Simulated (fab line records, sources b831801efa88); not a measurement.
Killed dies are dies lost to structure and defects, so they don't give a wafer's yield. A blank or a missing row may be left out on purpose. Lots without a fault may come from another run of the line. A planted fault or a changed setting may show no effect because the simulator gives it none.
Which tool did it? | flow sky130 | 13 lots, 39 wafers sampled, at 2 steps of a route of 708

WHAT THE GAUGES READ, wafer by wafer
SKY_VT_ADJUST_NCORE_CD_MEAS_07: target cd 380 nm.
lot  | measured     | on        | cd_nm (nm)
L660 | day 8 17:08  | cd_sem-01 | 379.1 380.2 382.5
L661 | day 9 10:37  | cd_sem-02 | 381.5 381.7 377.6
L663 | day 10 05:18 | cd_sem-02 | 379.9 378.8 379.0
L664 | day 10 14:41 | cd_sem-02 | 380.1 382.7 380.6
L665 | day 10 15:37 | cd_sem-02 | 382.8 383.5 381.9
L666 | day 10 16:16 | cd_sem-01 | 380.1 379.9 382.7
L673 | day 12 20:11 | cd_sem-01 | 383.5 383.9 381.9
L674 | day 12 22:50 | cd_sem-01 | 381.6 381.6 382.9
L675 | day 13 07:28 | cd_sem-02 | 378.7 381.6 381.0
L677 | day 13 19:28 | cd_sem-01 | 387.0 385.2 387.6
L678 | day 14 04:33 | cd_sem-01 | 377.7 376.9 375.6
L679 | day 14 11:45 | cd_sem-02 | 384.1 383.9 384.9
L681 | day 15 13:34 | cd_sem-02 | 383.7 381.1 381.6

WHICH TOOL RAN EACH LOT (tool, then ch and the chambers of the sampled wafers, then the start)
lot  | SKY_NWELL_CLEAN_27
L660 | wet_bench-02 ch 2, day 5 10:46
L661 | wet_bench-01 ch 1, day 6 02:37
L663 | wet_bench-02 ch 3, day 6 18:31
L664 | wet_bench-03 ch 0, day 7 01:52
L665 | wet_bench-02 ch 3, day 7 02:13
L666 | wet_bench-01 ch 1, day 7 03:28
L673 | wet_bench-01 ch 1, day 8 22:44
L674 | wet_bench-03 ch 0, day 9 01:55
L675 | wet_bench-02 ch 1, day 9 07:55
L677 | wet_bench-02 ch 0, day 9 18:32
L678 | wet_bench-02 ch 3, day 10 03:29
L679 | wet_bench-02 ch 1, day 10 08:26
L681 | wet_bench-02 ch 3, day 11 07:35
- SKY_NWELL_CLEAN_27: cleans in SC1/SC2, time 150 s.

WHAT THE TOOLS THEMSELVES READ (means of the sampled wafers that have a number; where no wafer has one, the mark that the record gives instead)
SKY_NWELL_CLEAN_27.
lot  | tool         | bath_guard_temp_C (C) | bath_heat_duty_pct (%) | temp_c (C)
L660 | wet_bench-02 | 69.3                  | 12.2                   | 69.96
L661 | wet_bench-01 | 69.9                  | 13.3                   | 69.88
L663 | wet_bench-02 | -                     | -                      | -
L664 | wet_bench-03 | -                     | -                      | -
L665 | wet_bench-02 | -                     | -                      | -
L666 | wet_bench-01 | 69.8                  | 12.6                   | 70.01
L673 | wet_bench-01 | 69.7                  | 12.7                   | 69.93
L674 | wet_bench-03 | 69.8                  | 13.1                   | 70.10
L675 | wet_bench-02 | 70.2                  | 9.6                    | 69.91
L677 | wet_bench-02 | 70.2                  | 12.0                   | 70.03
L678 | wet_bench-02 | 70.3                  | 14.2                   | 70.03
L679 | wet_bench-02 | 70.0                  | 10.9                   | 69.87
L681 | wet_bench-02 | 70.1                  | 13.8                   | 69.94

THE ANSWER, worked out from the rows above alone
Rule: what is usual is taken from the lots themselves. Put in order of their means at a reading, lots are off if they are a third of the lots or fewer, leave a main group of 4 or more, and stand apart from it by a gap of 3 or more times the standard deviation of the main group's means; of several such gaps the widest counts. A main group whose means are all the same, to the digits that the tables above print for the reading, isn't used. A lot without any number at a reading at which 4 lots or more have one is off too. The other lots that the step has rows for count as sound. The gauges are gone through in route order, then the tools' own readings, and for those a lot's mean is taken as printed above. The first step at which some lot is off is used, and at that step the reading that is off furthest; a lot without a number counts as furthest.
Off: L663, L664, L665, at SKY_NWELL_CLEAN_27 (bath_guard_temp_C). Without a number there: L663, L664, L665. The main group: mean 69.9 C, standard deviation 0.28.
A tool fits if, at that step or a process step before it, it ran every lot that is off, and no sound lot after the first of them. None of those tried fits.

WHAT THE SIMULATOR HAD PUT IN
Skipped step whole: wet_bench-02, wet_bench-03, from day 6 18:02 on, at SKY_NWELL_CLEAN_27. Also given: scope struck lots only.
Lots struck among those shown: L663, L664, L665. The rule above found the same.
